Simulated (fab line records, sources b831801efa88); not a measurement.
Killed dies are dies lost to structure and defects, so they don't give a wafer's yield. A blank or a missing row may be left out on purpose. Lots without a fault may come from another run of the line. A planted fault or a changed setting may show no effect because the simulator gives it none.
Chamber matching | flow gf180mcu | GF_M5_ETCH_09 on rie_diel-03: 4 sister chambers
The step etches Si3N4 in CF4/O2, target depth 52 nm, time 11.6 s. 20 wafers are shown with their chamber, then 10 later ones without.

WAFERS WITH THEIR CHAMBER
wafer  | chamber | drypump_motor_current_A (A) | oes_product_au (a.u.) | throttle_valve_pct (%)
L075.1 | 1       | 6.0                         | 1.024                 | 5.954
L075.2 | 0       | 5.5                         | 1.018                 | 5.973
L075.4 | 3       | 5.7                         | 1.014                 | 5.960
L077.1 | 0       | 5.5                         | 1.016                 | 5.971
L077.2 | 2       | 5.8                         | 1.013                 | 5.976
L077.3 | 3       | 5.7                         | 1.019                 | 5.980
L080.2 | 1       | 6.0                         | 1.024                 | 5.967
L080.3 | 3       | 5.7                         | 1.012                 | 5.981
L080.5 | 1       | 6.0                         | 1.033                 | 5.978
L081.1 | 1       | 6.0                         | 1.013                 | 5.961
L081.2 | 3       | 5.8                         | 1.005                 | 5.975
L081.5 | 0       | 5.5                         | 1.008                 | 5.971
L084.1 | 2       | 5.8                         | 1.017                 | 5.973
L084.4 | 2       | 5.8                         | 1.016                 | 5.972
L084.5 | 3       | 5.7                         | 1.003                 | 5.956
L085.2 | 2       | 5.8                         | 1.023                 | 5.975
L085.4 | 0       | 5.5                         | 1.000                 | 5.953
L085.6 | 3       | 5.7                         | 1.004                 | 5.977
L090.2 | 0       | 5.5                         | 1.012                 | 5.979
L090.3 | 3       | 5.7                         | 1.008                 | 5.983

SIGNATURES (means of the wafers above)
reading                 | chamber 0 | chamber 1 | chamber 2 | chamber 3 | scatter within a chamber
drypump_motor_current_A | 5.500     | 6.000     | 5.800     | 5.714     | 0.0231
oes_product_au          | 1.01080   | 1.02350   | 1.01725   | 1.00929   | 0.00647
throttle_valve_pct      | 5.96940   | 5.96500   | 5.97400   | 5.97314   | 0.00932
Rule: a wafer's distance from a chamber is the root of the sum, over the readings, of the square of ((its reading less the chamber's mean) divided by the reading's scatter). The wafer belongs to the nearest chamber; if the next one is less than 2 further off, it can't be placed. The scatter: the root of (the sum of the squares of (reading less its chamber's mean) over the shown wafers, divided by (wafers less chambers)).

WAFERS WITHOUT THEIR CHAMBER
wafer  | drypump_motor_current_A (A) | oes_product_au (a.u.) | throttle_valve_pct (%)
L090.4 | 6.0                         | 1.022                 | 5.967
L092.3 | 5.5                         | 1.018                 | 5.976
L092.4 | 6.0                         | 1.021                 | 5.980
L092.5 | 5.8                         | 1.012                 | 5.986
L094.1 | 5.7                         | 1.004                 | 5.945
L094.3 | 5.8                         | 1.027                 | 5.982
L094.4 | 5.7                         | 1.014                 | 5.977
L095.1 | 5.8                         | 1.031                 | 5.988
L095.3 | 5.7                         | 0.993                 | 5.960
L095.4 | 5.8                         | 1.013                 | 5.969

WHICH CHAMBER EACH WENT THROUGH
wafer  | from the rows above | in truth
L090.4 | 1                   | 1
L092.3 | 0                   | 0
L092.4 | 1                   | 1
L092.5 | 2                   | 2
L094.1 | 3                   | 3
L094.3 | 2                   | 2
L094.4 | 3                   | 3
L095.1 | 2                   | 2
L095.3 | 3                   | 3
L095.4 | 2                   | 2
Placed correctly: 10 of 10. Can't be placed from these rows: 0. Placed wrongly: 0.
